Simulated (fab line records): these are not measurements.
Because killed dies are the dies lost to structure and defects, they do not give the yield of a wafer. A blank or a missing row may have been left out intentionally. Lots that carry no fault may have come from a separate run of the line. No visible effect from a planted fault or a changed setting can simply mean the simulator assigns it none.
A lot that was struck, set against a sound lot	flow sky130	15 out of 708 route steps
Sound: wafers L212.2, L212.5, L212.6. Struck: wafers L222.3, L222.6. (L222.1 of the same lot was not struck and is left out.) The cause comes at the end.
Order at every step that has rows: each side's tool, ch and its chambers, its first start. Under that, the readings that differ: sound wafers	struck wafers	difference of the means	sigmas: that difference in standard deviations of wafers without a fault.
alike: words and numbers the same on both sides, and readings whose means are apart by under 2 such deviations; not compared: readings that were withheld, readings missing a value for some wafer, numbers with overlapping values and no deviation given by the record, and bounds like >300 which may hide the same value.
The two part at a step that has a row with sigmas, a row that says differs or no value, or rows on one side only. Numbers that have no deviation but don't overlap get no sigmas and don't part them. A reading that every wafer of one side lacks parts them only if that side has two wafers or more.

first, 8 steps without rows for these wafers: SKY_POLY_GATE_DEHYDRATE_05 (time 60 s); SKY_POLY_GATE_HMDS_06 (prime time 60 s); SKY_POLY_GATE_COAT_07 (resist thk 110 nm); SKY_POLY_GATE_COAT_08 (resist thk 450 nm); SKY_POLY_GATE_SOFTBAKE_09 (time 90 s); SKY_POLY_GATE_EXPOSE_10 (exposes mask P1M, target cd 150 nm); SKY_POLY_GATE_PEB_11; SKY_POLY_GATE_DEVELOP_12 (develop time 60 s).
SKY_POLY_GATE_CD_MEAS_13: the cd target is 150 nm.
  sound on cd sem-02 at day 16 19:38; struck on cd sem-02 at day 20 21:39
  alike: cd nm
SKY_POLY_GATE_OVL_MEAS_14:
  sound on overlay-02 at day 16 19:44; struck on overlay-02 at day 20 21:46
  alike: POLY_GATE_OVL
SKY_POLY_GATE_ETCH_15: etches BARC in N2/H2, stops on SiO2, time 118.5 s, target depth 110 nm.
  sound on rie diel-04 ch 0,1, day 16 19:46; struck on rie diel-01 ch 1, day 20 21:49
  alike: drypump motor current A, oes product au, throttle valve pct
  not compared: rf hours counter h
SKY_POLY_GATE_ETCH_16: etches Si3N4 in CH3F/O2, stops on poly-Si, time 147.5 s, target depth 75 nm.
  sound on rie diel-04 ch 0,1, day 16 19:50; struck on rie diel-01 ch 1, day 20 21:53
  alike: drypump motor current A, oes product au, throttle valve pct
  not compared: rf hours counter h
SKY_POLY_GATE_ETCH_17: etches poly-Si in HBr/Cl2, stops on SiO2, target depth 180 nm, time 70.5 s.
  sound on rie si-02 ch 1,2, day 16 19:56; struck on rie si-01 ch 1,3, day 20 21:59
reading	sound	struck	difference	sigmas
oes product au (a.u.)	0.979 0.981 0.977	0.736 0.746	-0.238	-35
model.POLY_GATE.feature depth nm (nm)	176.8 177.4 177.3	114.1 116.6	-61.8	
model.etch.depth nm (nm)	176.8 177.4 177.3	114.1 116.6	-61.8	
model.KrF-thick_of_POLY_GATE_COAT_08.thk nm (nm)	143.2 140.9 138.1	175.7 175.1	+34.7	
  alike: HBr_flow_sccm, drypump motor current A, throttle valve pct
  not compared: rf hours counter h
SKY_POLY_GATE_STRIP_18: strips in O2/N2.
  sound on plasma asher-02 ch 0,1, day 16 20:00; struck on plasma asher-01 ch 0,1, day 20 22:02
reading	sound	struck	difference	sigmas
oes product au (a.u.)	0.360 0.353 0.362	0.377 0.377	+0.019	+4
strip time to endpoint s (s)	3.21 3.16 3.14	3.54 3.54	+0.37	+11
  alike: drypump motor current A
  not compared: rf hours counter h
then, 1 step without rows for these wafers: SKY_POLY_GATE_CLEAN_19 (cleans in SC1/SC2, time 150 s).

## WHERE THEY PART
Last at SKY_POLY_GATE_STRIP_18 as far as this record goes, first at SKY_POLY_GATE_ETCH_17.

WHY: whatever the simulator had introduced
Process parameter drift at SKY_POLY_GATE_ETCH_17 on rie si-01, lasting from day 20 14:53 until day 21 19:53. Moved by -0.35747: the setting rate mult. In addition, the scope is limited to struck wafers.
